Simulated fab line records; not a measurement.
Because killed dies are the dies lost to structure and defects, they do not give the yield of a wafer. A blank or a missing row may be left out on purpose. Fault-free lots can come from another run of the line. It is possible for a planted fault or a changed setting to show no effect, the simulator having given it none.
Check of tool commonality | flow sky130 | Sampled: 11 lots, 33 wafers

WHAT PROMPTED THE OPENING
SKY_CAP2M_THK_MEAS_01, reading CAP2M_CVD_00_THK: flagged on 2 of 11 lots. No-fault wafers: 15.42 nm, standard deviation 0.23.
Rule: a lot is flagged when every wafer of it that has a number lies more than 4 standard deviations from that mean, or none has a number. The other lots count as sound.

lot  | measured     | on            | CAP2M_CVD_00_THK (nm), wafer by wafer | flag
L532 | day 39 18:00 | film_metro-04 | 15.29 15.21 15.63                     |
L534 | day 40 13:17 | film_metro-04 | 15.56 16.00 15.88                     |
L536 | day 40 16:08 | film_metro-04 | 15.40 15.29 15.31                     |
L538 | day 42 09:55 | film_metro-01 | 15.02 15.35 15.25                     |
L539 | day 42 11:31 | film_metro-01 | 15.81 15.67 15.83                     |
L541 | day 42 14:04 | film_metro-01 | 15.08 15.27 15.26                     |
L548 | day 44 02:34 | film_metro-03 | 15.34 15.63 15.75                     |
L549 | day 44 08:10 | film_metro-03 | 10.72 10.95 10.58                     | FLAGGED
L550 | day 44 20:08 | film_metro-01 | 10.76 10.72 10.99                     | FLAGGED
L553 | day 45 12:14 | film_metro-03 | 15.18 15.24 15.53                     |
L555 | day 45 21:25 | film_metro-01 | 15.08 15.36 15.35                     |
The numbers of the flagged lots are 10.79 nm on average: -4.63 nm against the usual, or -20 standard deviations.

WHICH TOOL EACH LOT WENT THROUGH
3 process steps preceding the reading are held in the record, out of 708 steps in the route. In each cell: the tool, then ch and the chambers that the sampled wafers went through, then the start.
lot  | flag    | SKY_VIA3_ETCH_14                   | SKY_VIA3_ETCH_15                   | SKY_CAP2M_CVD_00
L532 |         | rie_diel-01 ch 1,3, day 39 16:08   | rie_diel-01 ch 1,3, day 39 16:10   | pecvd-03 ch 0,2, day 39 17:59
L534 |         | rie_diel-03 ch 0,3, day 40 11:40   | rie_diel-03 ch 0,3, day 40 11:43   | pecvd-03 ch 0,1,2, day 40 13:15
L536 |         | rie_diel-01 ch 0,3, day 40 14:34   | rie_diel-01 ch 0,3, day 40 14:37   | pecvd-04 ch 0,1, day 40 16:07
L538 |         | rie_diel-04 ch 2,3, day 42 08:22   | rie_diel-04 ch 2,3, day 42 08:25   | pecvd-01 ch 1,2, day 42 09:53
L539 |         | rie_diel-01 ch 1,2, day 42 09:59   | rie_diel-01 ch 1,2, day 42 10:01   | pecvd-04 ch 0,1, day 42 11:29
L541 |         | rie_diel-03 ch 0,2,3, day 42 12:32 | rie_diel-03 ch 0,2,3, day 42 12:34 | pecvd-03 ch 0,1,2, day 42 14:02
L548 |         | rie_diel-01 ch 0,2,3, day 44 01:01 | rie_diel-01 ch 0,2,3, day 44 01:04 | pecvd-01 ch 0,1, day 44 02:32
L549 | FLAGGED | rie_diel-03 ch 2,3, day 44 06:34   | rie_diel-03 ch 2,3, day 44 06:37   | pecvd-04 ch 1,2, day 44 08:07
L550 | FLAGGED | rie_diel-04 ch 0,1,3, day 44 18:34 | rie_diel-04 ch 0,1,3, day 44 18:37 | pecvd-04 ch 0,1,2, day 44 20:07
L553 |         | rie_diel-01 ch 0,2,3, day 45 10:42 | rie_diel-01 ch 0,2,3, day 45 10:44 | pecvd-01 ch 0,1,2, day 45 12:13
L555 |         | rie_diel-01 ch 0,2,3, day 45 19:53 | rie_diel-01 ch 0,2,3, day 45 19:55 | pecvd-01 ch 0,2, day 45 21:24
What is done by these steps:
- SKY_VIA3_ETCH_14: etches BARC in N2/H2, stops on SiO2, time 45.9 s, target depth 60 nm.
- SKY_VIA3_ETCH_15: etches SiO2 in C4F8/O2/Ar, stops on TiN, target depth 507 nm, time 78 s.
- SKY_CAP2M_CVD_00: deposits SiO2, target thk 15.5 nm.
- SKY_CAP2M_THK_MEAS_01

FLAGGED AGAINST TOTAL, ONE TOOL AT A TIME (gauges that did the reading follow at the end)
step                  | tool          | lots run | flagged | share of the flagged lots | sound lots run after its first flagged lot
SKY_VIA3_ETCH_14      | rie_diel-01   | 6        | 0       | none                      | -
SKY_VIA3_ETCH_14      | rie_diel-03   | 3        | 1       | some                      | 0
SKY_VIA3_ETCH_14      | rie_diel-04   | 2        | 1       | some                      | 0
SKY_VIA3_ETCH_15      | rie_diel-01   | 6        | 0       | none                      | -
SKY_VIA3_ETCH_15      | rie_diel-03   | 3        | 1       | some                      | 0
SKY_VIA3_ETCH_15      | rie_diel-04   | 2        | 1       | some                      | 0
SKY_CAP2M_CVD_00      | pecvd-01      | 4        | 0       | none                      | -
SKY_CAP2M_CVD_00      | pecvd-03      | 3        | 0       | none                      | -
SKY_CAP2M_CVD_00      | pecvd-04      | 4        | 2       | all                       | 0
SKY_CAP2M_THK_MEAS_01 | film_metro-01 | 5        | 1       | some                      | 1 (L555)
SKY_CAP2M_THK_MEAS_01 | film_metro-03 | 3        | 1       | some                      | 1 (L553)
SKY_CAP2M_THK_MEAS_01 | film_metro-04 | 3        | 0       | none                      | -

WHAT IS ALLOWED BY THE TABLE
Rows of the table that ran each flagged lot: 1, that is pecvd-04 at SKY_CAP2M_CVD_00.
- pecvd-04 at SKY_CAP2M_CVD_00 ran 4 lots, 2 of them flagged. It ran its last sound lot, L539, at day 42 11:29 and its first flagged lot, L549, at day 44 08:07: a fault with its onset between the two fits.
What remains is a single tool, pecvd-04 at SKY_CAP2M_CVD_00.

WHAT THE SIMULATOR HAD PUT IN
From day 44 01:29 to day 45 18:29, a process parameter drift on pecvd-04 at SKY_CAP2M_CVD_00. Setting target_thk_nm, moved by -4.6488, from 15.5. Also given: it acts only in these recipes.
Lots struck among those shown: L549, L550. This agrees with what the rule above found.
